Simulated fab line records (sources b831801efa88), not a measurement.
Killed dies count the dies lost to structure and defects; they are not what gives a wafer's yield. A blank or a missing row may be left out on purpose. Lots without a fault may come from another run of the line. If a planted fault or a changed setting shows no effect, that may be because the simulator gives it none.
Tool commonality check ; flow gf180mcu ; 14 lots and 51 wafers in the sample

## WHAT PROMPTED THE OPENING
Of 14 lots, 3 have the reading VT_IMPLANT_OVL flagged at GF_VT_IMPLANT_OVL_MEAS_07. Fault-free wafers read -0.3 nm, with a standard deviation of 1.5.
Rule: flag the lot when none of its wafers has a number, or when each of its wafers that has one lies beyond 4 standard deviations from that mean. The rest of the lots are taken to be sound.

lot;measured;on;VT_IMPLANT_OVL (nm), wafer by wafer;flag
L809;day 5 14:02;overlay-02;-2.0 -2.8 -1.3;
L810;day 5 22:56;overlay-02;-1.7 -1.3 -0.5;
L811;day 6 03:02;overlay-02;-3.0 -2.1 -1.6;
L812;day 6 08:01;overlay-01;0.7 0.8 0.6;
L818;day 7 20:01;overlay-01;1.2 0.8 0.4;
L819;day 8 00:56;overlay-02;-108.1 -108.8 -108.0 -107.7 -109.1 -107.7;FLAGGED
L820;day 8 10:56;overlay-02;-107.8 -107.8 -107.3 -108.6 -108.4 -107.8;FLAGGED
L821;day 8 14:46;overlay-01;-106.9 -106.7 -107.2 -106.9 -106.5 -107.5;FLAGGED
L822;day 8 20:53;overlay-02;-2.9 -0.6 -1.0;
L823;day 9 02:20;overlay-01;0.7 -1.3 0.8;
L824;day 9 10:08;overlay-01;0.4 -0.3 0.3;
L830;day 11 12:49;overlay-01;-1.2 -2.2 -1.6;
L831;day 11 13:43;overlay-01;-3.5 -1.5 -3.8;
L832;day 12 03:25;overlay-01;1.4 0.5 -0.5;
On average the flagged lots' numbers are -107.7 nm, which is -107.4 nm against the usual, or -72 standard deviations.

## WHICH TOOL RAN EACH LOT
The record keeps 1 process step preceding the reading, out of 602 steps on the route. In each cell: the tool, then ch and the chambers that the sampled wafers went through, then the start.
lot;flag;GF_VT_IMPLANT_EXPOSE_04
L809;;ilineStepper-02 ch 0, day 5 07:28
L810;;ilineStepper-02 ch 0, day 5 15:28
L811;;ilineStepper-01 ch 0, day 5 19:50
L812;;ilineStepper-01 ch 0, day 6 01:04
L818;;ilineStepper-01 ch 0, day 7 12:26
L819;FLAGGED;ilineStepper-01 ch 0, day 7 17:38
L820;FLAGGED;ilineStepper-01 ch 0, day 8 03:22
L821;FLAGGED;ilineStepper-01 ch 0, day 8 07:13
L822;;ilineStepper-02 ch 0, day 8 12:56
L823;;ilineStepper-02 ch 0, day 8 18:17
L824;;ilineStepper-02 ch 0, day 9 01:50
L830;;ilineStepper-02 ch 0, day 11 04:35
L831;;ilineStepper-02 ch 0, day 11 05:13
L832;;ilineStepper-02 ch 0, day 11 17:55
What the steps here do:
- GF_VT_IMPLANT_EXPOSE_04: exposes mask LVPWELL LV AREA, target cd 600 nm.
- GF_VT_IMPLANT_OVL_MEAS_07

## FLAGGED OVER TOTAL, TOOL BY TOOL (the gauges that took the reading come last)
step;tool;lots run;flagged;share of the flagged lots;sound lots run after its first flagged lot
GF_VT_IMPLANT_EXPOSE_04;ilineStepper-01;6;3;all;0
GF_VT_IMPLANT_EXPOSE_04;ilineStepper-02;8;0;none;-
GF_VT_IMPLANT_OVL_MEAS_07;overlay-01;8;1;some;5 (L823,L824,L830,L831,L832)
GF_VT_IMPLANT_OVL_MEAS_07;overlay-02;6;2;some;1 (L822)

## WHAT THE TABLE PERMITS
All flagged lots share 1 row of the table, namely ilineStepper-01 at GF_VT_IMPLANT_EXPOSE_04.
- ilineStepper-01 at GF_VT_IMPLANT_EXPOSE_04: 3 of its 6 lots flagged. Last sound lot L818 at day 7 12:26, first flagged lot L819 at day 7 17:38; a fault beginning in between fits.
One tool is left: ilineStepper-01 at GF_VT_IMPLANT_EXPOSE_04.

## WHAT THE SIMULATOR HAD PUT IN
Scanner matching overlay: ilineStepper-01, from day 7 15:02 on, at GF_VT_IMPLANT_EXPOSE_04. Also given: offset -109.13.
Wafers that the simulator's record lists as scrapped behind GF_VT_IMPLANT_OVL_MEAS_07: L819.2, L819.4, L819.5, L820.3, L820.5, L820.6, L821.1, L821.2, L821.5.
Shown lots that were struck: L819, L820, L821. This agrees with what the rule above found.
